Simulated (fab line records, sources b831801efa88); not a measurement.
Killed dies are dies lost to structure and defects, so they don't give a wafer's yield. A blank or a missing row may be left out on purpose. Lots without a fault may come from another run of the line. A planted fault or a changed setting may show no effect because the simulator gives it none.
Which tool did it? | flow gf180mcu | 24 lots, 72 wafers sampled, at 6 steps of a route of 602

WHAT THE GAUGES READ, wafer by wafer
GF_V2_OVL_MEAS_15.
lot  | measured     | on         | V2_OVL (nm)
L074 | day 21 02:59 | overlay-01 | -1 -2 1
L075 | day 21 10:29 | overlay-02 | 4 6 4
L076 | day 21 18:26 | overlay-02 | -7 0 4
L077 | day 22 02:06 | overlay-02 | 2 2 2
L078 | day 22 08:55 | overlay-01 | -1 -1 2
L079 | day 22 18:02 | overlay-01 | 3 -2 -4
L080 | day 23 07:56 | overlay-01 | -13 -8 -5
L081 | day 23 15:45 | overlay-02 | 11 6 11
L082 | day 24 00:06 | overlay-01 | -1 -8 -9
L083 | day 24 07:53 | overlay-01 | 2 7 2
L084 | day 24 14:56 | overlay-01 | 3 -5 -6
L085 | day 24 18:08 | overlay-01 | 0 6 6
L086 | day 25 06:27 | overlay-01 | -4 -9 -8
L087 | day 25 13:45 | overlay-01 | 4 -7 4
L088 | day 25 23:02 | overlay-01 | 8 5 6
L089 | day 26 04:49 | overlay-02 | -2 -3 -9
L090 | day 26 11:17 | overlay-02 | -5 -2 4
L091 | day 26 18:43 | overlay-02 | -10 0 -5
L092 | day 27 02:53 | overlay-01 | 4 -4 2
L093 | day 27 07:51 | overlay-01 | 4 -2 12
L094 | day 27 20:51 | overlay-02 | 0 0 -4
L095 | day 28 00:23 | overlay-02 | -6 -1 -3
L096 | day 28 06:34 | overlay-01 | 3 -2 4
L097 | day 28 10:40 | overlay-02 | -5 5 1

GF_V4_RS_MEAS_24: measures by four-point-probe.
lot  | measured     | on            | V4_W_RS (ohm/sq)
L074 | day 25 07:06 | film_metro-02 | 0.331 0.330 0.329
L075 | day 25 13:57 | film_metro-04 | 0.324 0.322 0.325
L076 | day 25 18:54 | film_metro-01 | 0.323 0.329 0.323
L077 | day 26 04:39 | film_metro-01 | 0.318 0.320 0.316
L078 | day 26 09:58 | film_metro-02 | 0.327 0.332 0.330
L079 | day 26 18:05 | film_metro-01 | 0.328 0.328 0.326
L080 | day 27 08:26 | film_metro-04 | 0.330 0.328 0.327
L081 | day 27 13:24 | film_metro-04 | 0.328 0.326 0.322
L082 | day 27 20:32 | film_metro-01 | 0.330 0.328 0.324
L083 | day 28 04:10 | film_metro-02 | 0.329 0.328 0.330
L084 | day 28 11:23 | film_metro-01 | 0.329 0.325 0.324
L085 | day 28 14:27 | film_metro-02 | 0.326 0.331 0.327
L086 | day 29 02:05 | film_metro-01 | 0.323 0.328 0.328
L087 | day 29 07:53 | film_metro-01 | 0.327 0.322 0.330
L088 | day 29 15:10 | film_metro-02 | 0.329 0.325 0.326
L089 | day 29 20:08 | film_metro-04 | 0.325 0.323 0.325
L090 | day 30 03:52 | film_metro-02 | 0.330 0.330 0.328
L091 | day 30 08:56 | film_metro-04 | 0.334 0.329 0.334
L092 | day 30 17:19 | film_metro-01 | 0.327 0.328 0.320
L093 | day 30 21:57 | film_metro-02 | 0.327 0.325 0.325
L094 | day 31 07:58 | film_metro-01 | 0.323 0.327 0.324
L095 | day 31 12:28 | film_metro-04 | 0.323 0.321 0.324
L096 | day 31 18:13 | film_metro-04 | 0.325 0.328 0.327
L097 | day 31 22:03 | film_metro-04 | 0.331 0.328 0.333

GF_TOP_METAL_THK_MEAS_06: measures by xrf.
lot  | measured     | on            | TOP_METAL_ALCU_THK (nm)
L074 | day 28 03:34 | film_metro-01 | 900 892 884
L075 | day 28 08:55 | film_metro-02 | 901 899 903
L076 | day 28 13:50 | film_metro-03 | 865 866 869
L077 | day 28 23:16 | film_metro-03 | 873 870 877
L078 | day 29 04:12 | film_metro-02 | 892 888 889
L079 | day 29 11:37 | film_metro-02 | 896 892 893
L080 | day 30 01:44 | film_metro-02 | 903 899 902
L081 | day 30 05:46 | film_metro-03 | 893 898 892
L082 | day 30 11:22 | film_metro-03 | 889 885 891
L083 | day 30 19:59 | film_metro-02 | 886 882 889
L084 | day 31 02:38 | film_metro-02 | 904 903 909
L085 | day 31 04:22 | film_metro-02 | 892 885 879
L086 | day 31 15:04 | film_metro-01 | 878 883 889
L087 | day 31 19:56 | film_metro-01 | 895 899 891
L088 | day 32 03:34 | film_metro-01 | 886 871 890
L089 | day 32 07:34 | film_metro-01 | 889 890 889
L090 | day 32 12:44 | film_metro-02 | 895 904 903
L091 | day 32 18:57 | film_metro-01 | 882 884 885
L092 | day 33 02:44 | film_metro-03 | 890 891 886
L093 | day 33 06:05 | film_metro-02 | 886 891 886
L094 | day 33 16:37 | film_metro-02 | 896 886 892
L095 | day 33 20:16 | film_metro-01 | 886 878 883
L096 | day 34 01:29 | film_metro-02 | 895 886 893
L097 | day 34 06:06 | film_metro-02 | 875 878 880

GF_PASSIVATION_BOW_MEAS_14.
lot  | measured     | on            | PASSIVATION_BOW (um)
L074 | day 29 21:55 | film_metro-02 | 149 135 139
L075 | day 30 03:13 | film_metro-04 | 143 141 151
L076 | day 30 07:46 | film_metro-01 | 155 154 157
L077 | day 30 16:30 | film_metro-04 | 114 129 143
L078 | day 30 21:16 | film_metro-01 | 147 136 141
L079 | day 31 04:02 | film_metro-04 | 148 142 144
L080 | day 31 17:33 | film_metro-01 | 134 131 130
L081 | day 31 21:39 | film_metro-04 | 126 133 146
L082 | day 32 02:24 | film_metro-01 | 129 123 138
L083 | day 32 10:32 | film_metro-01 | 131 136 134
L084 | day 32 16:28 | film_metro-04 | 119 114 132
L085 | day 32 18:30 | film_metro-01 | 133 125 143
L086 | day 33 04:21 | film_metro-04 | 141 135 123
L087 | day 33 08:04 | film_metro-02 | 127 134 132
L088 | day 33 15:13 | film_metro-02 | 135 129 128
L089 | day 33 19:47 | film_metro-01 | 131 132 124
L090 | day 34 00:28 | film_metro-04 | 143 130 141
L091 | day 34 05:55 | film_metro-01 | 145 163 150
L092 | day 34 13:10 | film_metro-02 | 147 133 139
L093 | day 34 16:25 | film_metro-04 | 127 128 123
L094 | day 35 01:01 | film_metro-02 | 129 125 122
L095 | day 35 06:20 | film_metro-02 | 134 129 142
L096 | day 35 10:02 | film_metro-01 | 135 138 127
L097 | day 35 14:26 | film_metro-02 | 137 143 152

WHICH TOOL RAN EACH LOT (tool, then ch and the chambers of the sampled wafers, then the start)
lot  | GF_M3_SPUTTER_02             | GF_V3_ETCH_17
L074 | pvd_sputter-03, day 21 04:31 | rie_diel-01 ch 0,2,3, day 25 07:06 or earlier
L075 | pvd_sputter-02, day 21 12:01 | rie_diel-03 ch 2,3, day 25 13:57 or earlier
L076 | pvd_sputter-04, day 21 19:58 | rie_diel-01 ch 0,1,2, day 25 18:54 or earlier
L077 | pvd_sputter-03, day 22 03:37 | rie_diel-03 ch 1,2,3, day 26 04:39 or earlier
L078 | pvd_sputter-04, day 22 10:25 | rie_diel-01 ch 0,1, day 26 09:58 or earlier
L079 | pvd_sputter-03, day 22 19:34 | rie_diel-01 ch 1,3, day 26 18:05 or earlier
L080 | pvd_sputter-03, day 23 09:28 | rie_diel-03 ch 1,2,3, day 27 08:26 or earlier
L081 | pvd_sputter-02, day 23 17:16 | rie_diel-01 ch 0,1,3, day 27 13:24 or earlier
L082 | pvd_sputter-03, day 24 01:37 | rie_diel-02 ch 0,1,2, day 27 20:32 or earlier
L083 | pvd_sputter-02, day 24 09:25 | rie_diel-01 ch 2,3, day 28 04:10 or earlier
L084 | pvd_sputter-03, day 24 16:28 | rie_diel-03 ch 2,3, day 28 11:23 or earlier
L085 | pvd_sputter-04, day 24 19:40 | rie_diel-02 ch 0,2,3, day 28 14:27 or earlier
L086 | pvd_sputter-04, day 25 08:05 | rie_diel-01 ch 0,3, day 29 02:05 or earlier
L087 | pvd_sputter-03, day 25 15:23 | rie_diel-02 ch 1,2,3, day 29 07:53 or earlier
L088 | pvd_sputter-04, day 26 00:34 | rie_diel-02 ch 1,2, day 29 15:10 or earlier
L089 | pvd_sputter-03, day 26 06:19 | rie_diel-03 ch 0,2,3, day 29 20:08 or earlier
L090 | pvd_sputter-04, day 26 12:49 | rie_diel-03 ch 1,2,3, day 30 03:52 or earlier
L091 | pvd_sputter-03, day 26 20:14 | rie_diel-01 ch 1,2,3, day 30 08:56 or earlier
L092 | pvd_sputter-03, day 27 04:25 | rie_diel-01 ch 0,2,3, day 30 17:19 or earlier
L093 | pvd_sputter-03, day 27 09:23 | rie_diel-01 ch 0,1,2, day 30 21:57 or earlier
L094 | pvd_sputter-02, day 27 22:22 | rie_diel-01 ch 2,3, day 31 07:58 or earlier
L095 | pvd_sputter-04, day 28 02:15 | rie_diel-03 ch 0,3, day 31 12:28 or earlier
L096 | pvd_sputter-03, day 28 08:25 | rie_diel-03 ch 1,3, day 31 18:13 or earlier
L097 | pvd_sputter-03, day 28 12:11 | rie_diel-01 ch 1,3, day 31 22:03 or earlier
- GF_M3_SPUTTER_02: material AlCu, target thk 450 nm, time 23.9 s.
- GF_V3_ETCH_17: etches SiO2 in C4F8/O2/Ar, stops on TiN, target depth 635 nm.

WHAT THE TOOLS THEMSELVES READ (means of the sampled wafers that have a number; where no wafer has one, the mark that the record gives instead)
GF_M3_SPUTTER_02.
lot  | tool           | throttle_valve_pct (%)
L074 | pvd_sputter-03 | 29.0
L075 | pvd_sputter-02 | 30.4
L076 | pvd_sputter-04 | 29.5
L077 | pvd_sputter-03 | 29.0
L078 | pvd_sputter-04 | 29.9
L079 | pvd_sputter-03 | 30.4
L080 | pvd_sputter-03 | 29.9
L081 | pvd_sputter-02 | 29.5
L082 | pvd_sputter-03 | 29.1
L083 | pvd_sputter-02 | 29.5
L084 | pvd_sputter-03 | 29.8
L085 | pvd_sputter-04 | 29.8
L086 | pvd_sputter-04 | 31.0
L087 | pvd_sputter-03 | 29.3
L088 | pvd_sputter-04 | 30.1
L089 | pvd_sputter-03 | 29.9
L090 | pvd_sputter-04 | 30.4
L091 | pvd_sputter-03 | 29.4
L092 | pvd_sputter-03 | 29.2
L093 | pvd_sputter-03 | 29.0
L094 | pvd_sputter-02 | 30.5
L095 | pvd_sputter-04 | 29.4
L096 | pvd_sputter-03 | 29.8
L097 | pvd_sputter-03 | 29.2

GF_V3_ETCH_17.
lot  | tool        | chamber_pressure_mTorr (mTorr) | oes_product_au (a.u.)
L074 | rie_diel-01 | 39.98                          | 0.857
L075 | rie_diel-03 | 40.03                          | 0.854
L076 | rie_diel-01 | 40.00                          | 0.858
L077 | rie_diel-03 | 40.03                          | 0.857
L078 | rie_diel-01 | 39.99                          | 0.851
L079 | rie_diel-01 | 39.97                          | 0.851
L080 | rie_diel-03 | 39.99                          | 0.858
L081 | rie_diel-01 | 39.97                          | 0.857
L082 | rie_diel-02 | 40.02                          | 0.854
L083 | rie_diel-01 | 39.99                          | 0.856
L084 | rie_diel-03 | 40.00                          | 0.853
L085 | rie_diel-02 | 40.00                          | 0.859
L086 | rie_diel-01 | 40.01                          | 0.853
L087 | rie_diel-02 | 40.00                          | 0.858
L088 | rie_diel-02 | 40.02                          | 0.858
L089 | rie_diel-03 | 40.01                          | 0.852
L090 | rie_diel-03 | 40.03                          | 0.857
L091 | rie_diel-01 | 40.00                          | 0.858
L092 | rie_diel-01 | 39.99                          | 0.859
L093 | rie_diel-01 | 40.01                          | 0.856
L094 | rie_diel-01 | 40.01                          | 0.854
L095 | rie_diel-03 | 39.96                          | 0.851
L096 | rie_diel-03 | 40.02                          | 0.858
L097 | rie_diel-01 | 39.99                          | 0.854

THE ANSWER, worked out from the rows above alone
Rule: what is usual is taken from the lots themselves. Put in order of their means at a reading, lots are off if they are a third of the lots or fewer, leave a main group of 4 or more, and stand apart from it by a gap of 3 or more times the standard deviation of the main group's means; of several such gaps the widest counts. A main group whose means are all the same, to the digits that the tables above print for the reading, isn't used. A lot without any number at a reading at which 4 lots or more have one is off too. The other lots that the step has rows for count as sound. The gauges are gone through in route order, then the tools' own readings, and for those a lot's mean is taken as printed above. The first step at which some lot is off is used, and at that step the reading that is off furthest; a lot without a number counts as furthest.
No lot is off at any reading shown: from this, nothing can be told.

WHAT THE SIMULATOR HAD PUT IN
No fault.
